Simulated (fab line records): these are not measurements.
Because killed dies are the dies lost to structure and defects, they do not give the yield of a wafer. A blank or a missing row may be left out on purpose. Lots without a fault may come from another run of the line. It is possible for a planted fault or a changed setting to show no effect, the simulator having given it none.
Which tool was responsible? + flow gf180mcu + 39 wafers from 13 lots sampled at 2 of the route's 602 steps

WHAT THE GAUGES SHOWED, per wafer
GF_SAB_CD_MEAS_09: the cd target is 420 nm.
| lot  | measured     | on        | cd-nm (nm)        |
|------|--------------|-----------|-------------------|
| L752 | day 15 12:06 | cd-sem-01 | 417.5 416.8 416.8 |
| L753 | day 15 20:58 | cd-sem-02 | 418.8 417.4 420.4 |
| L756 | day 16 20:04 | cd-sem-01 | 421.0 419.1 420.8 |
| L758 | day 17 20:17 | cd-sem-01 | 485.3 482.8 483.4 |
| L759 | day 17 22:03 | cd-sem-02 | 421.7 417.8 418.4 |
| L763 | day 19 11:08 | cd-sem-02 | 423.2 423.2 424.4 |
| L764 | day 19 21:39 | cd-sem-01 | 420.4 421.0 420.1 |
| L767 | day 20 20:34 | cd-sem-01 | 419.5 421.0 419.6 |
| L768 | day 21 05:58 | cd-sem-02 | 422.2 420.5 422.4 |
| L769 | day 21 13:22 | cd-sem-02 | 420.1 418.8 416.7 |
| L771 | day 22 01:50 | cd-sem-01 | 417.6 418.3 416.4 |
| L772 | day 22 12:21 | cd-sem-01 | 422.2 421.5 421.2 |
| L774 | day 23 05:58 | cd-sem-02 | 419.4 420.9 419.9 |

TOOL THAT RAN EACH LOT (tool first, then ch and the chambers of the sampled wafers, then the start)
| lot  | GF_SAB_EXPOSE_06                    |
|------|-------------------------------------|
| L752 | iline-stepper-02 ch 0, day 15 02:14 |
| L753 | iline-stepper-02 ch 0, day 15 10:19 |
| L756 | iline-stepper-01 ch 0, day 16 09:07 |
| L758 | iline-stepper-02 ch 0, day 17 08:47 |
| L759 | iline-stepper-02 ch 0, day 17 10:40 |
| L763 | iline-stepper-02 ch 0, day 18 23:42 |
| L764 | iline-stepper-02 ch 0, day 19 09:32 |
| L767 | iline-stepper-01 ch 0, day 20 08:24 |
| L768 | iline-stepper-01 ch 0, day 20 18:39 |
| L769 | iline-stepper-01 ch 0, day 21 01:53 |
| L771 | iline-stepper-02 ch 0, day 21 13:52 |
| L772 | iline-stepper-02 ch 0, day 22 00:47 |
| L774 | iline-stepper-02 ch 0, day 22 18:41 |
- GF_SAB_EXPOSE_06: exposes mask SAB, target cd 420 nm.

WHAT THE TOOLS THEMSELVES READ (means of the sampled wafers that have a number; where no wafer has one, the mark that the record gives instead)
The record holds no such reading with a usual standard deviation.

THE ANSWER, worked out from the rows above alone
Rule: usual is defined by the lots themselves. Put in order of their means at a reading, lots are off if they are a third of the lots or fewer, leave a main group of 4 or more, and stand apart from it by a gap of 3 or more times the standard deviation of the main group's means; of several such gaps the widest counts. A main group whose means are all the same, to the digits that the tables above print for the reading, isn't used. A lot without any number at a reading at which 4 lots or more have one is off too. All remaining lots with rows at the step are treated as sound. First the gauges in route order, then the tools' own readings, where a lot's mean is used as printed above. The first step at which some lot is off is used, and at that step the reading that is off furthest; a lot without a number counts as furthest.
Off: L758 (GF_SAB_CD_MEAS_09, cd-nm). Mean 419.9 nm and standard deviation 1.8 in the main group.
If a tool, at a process step before that reading, ran all the lots that are off and no sound lot after the first of them, it fits. Those tools and the gauges at GF_SAB_CD_MEAS_09 are tried in the same way. None of those tried fits.

WHAT HAD BEEN PUT IN BY THE SIMULATOR
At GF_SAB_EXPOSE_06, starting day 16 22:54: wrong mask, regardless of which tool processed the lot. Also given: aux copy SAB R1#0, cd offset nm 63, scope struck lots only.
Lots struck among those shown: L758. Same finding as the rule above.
